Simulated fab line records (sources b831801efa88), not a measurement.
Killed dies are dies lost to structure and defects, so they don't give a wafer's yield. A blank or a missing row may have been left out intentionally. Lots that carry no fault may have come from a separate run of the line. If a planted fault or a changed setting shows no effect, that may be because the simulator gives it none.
Which tool was responsible? || flow sky130 || 12 lots, 36 wafers sampled, at 1 step of a route of 708

WHAT EACH GAUGE READ, for each wafer
SKY_GATE_OXIDE_THK_MEAS_02.
{"lot": "L075", "measured": "day 13 11:26", "on": "film-metro-01", "GATE_OXIDE_OXIDATION_00_THK (nm)": "10.04 10.23 10.47"}
{"lot": "L077", "measured": "day 14 06:32", "on": "film-metro-04", "GATE_OXIDE_OXIDATION_00_THK (nm)": "10.05 10.02 10.10"}
{"lot": "L079", "measured": "day 14 17:59", "on": "film-metro-01", "GATE_OXIDE_OXIDATION_00_THK (nm)": "10.19 10.14 10.00"}
{"lot": "L081", "measured": "day 15 06:05", "on": "film-metro-02", "GATE_OXIDE_OXIDATION_00_THK (nm)": "10.32 10.28 10.33"}
{"lot": "L083", "measured": "day 15 20:13", "on": "film-metro-02", "GATE_OXIDE_OXIDATION_00_THK (nm)": "10.11 10.07 10.09"}
{"lot": "L085", "measured": "day 16 19:58", "on": "film-metro-01", "GATE_OXIDE_OXIDATION_00_THK (nm)": "10.11 10.14 9.99"}
{"lot": "L087", "measured": "day 17 16:44", "on": "film-metro-02", "GATE_OXIDE_OXIDATION_00_THK (nm)": "10.49 10.45 10.45"}
{"lot": "L089", "measured": "day 17 21:51", "on": "film-metro-04", "GATE_OXIDE_OXIDATION_00_THK (nm)": "10.50 10.48 10.38"}
{"lot": "L091", "measured": "day 18 20:29", "on": "film-metro-01", "GATE_OXIDE_OXIDATION_00_THK (nm)": "10.27 10.26 10.21"}
{"lot": "L092", "measured": "day 19 10:57", "on": "film-metro-01", "GATE_OXIDE_OXIDATION_00_THK (nm)": "10.61 10.48 10.73"}
{"lot": "L095", "measured": "day 19 19:22", "on": "film-metro-04", "GATE_OXIDE_OXIDATION_00_THK (nm)": "10.30 10.17 10.16"}
{"lot": "L097", "measured": "day 20 13:47", "on": "film-metro-01", "GATE_OXIDE_OXIDATION_00_THK (nm)": "10.10 10.14 10.17"}

WHAT TOOL EACH LOT RAN ON (gives the tool, then ch and the chambers of the sampled wafers, and finally the start)
No process step before these readings appears in the record.

THE ANSWER, worked out from the rows above alone
Rule: the lots themselves supply what counts as usual. The widest of any qualifying gaps counts: lots, ordered by their means at a reading, are off when they make up no more than a third of the lots, leave a main group of 4 or more, and stand apart from it by 3 or more times the standard deviation of that group's means. Not used: any main group whose means are identical at the precision the tables above print for the reading. Also off: a lot with no number at a reading for which 4 or more lots have one. Where the step has rows for the other lots, those lots are counted as sound.
Nothing can be told from this: no lot is off at any reading shown.

WHAT HAD BEEN PUT IN BY THE SIMULATOR
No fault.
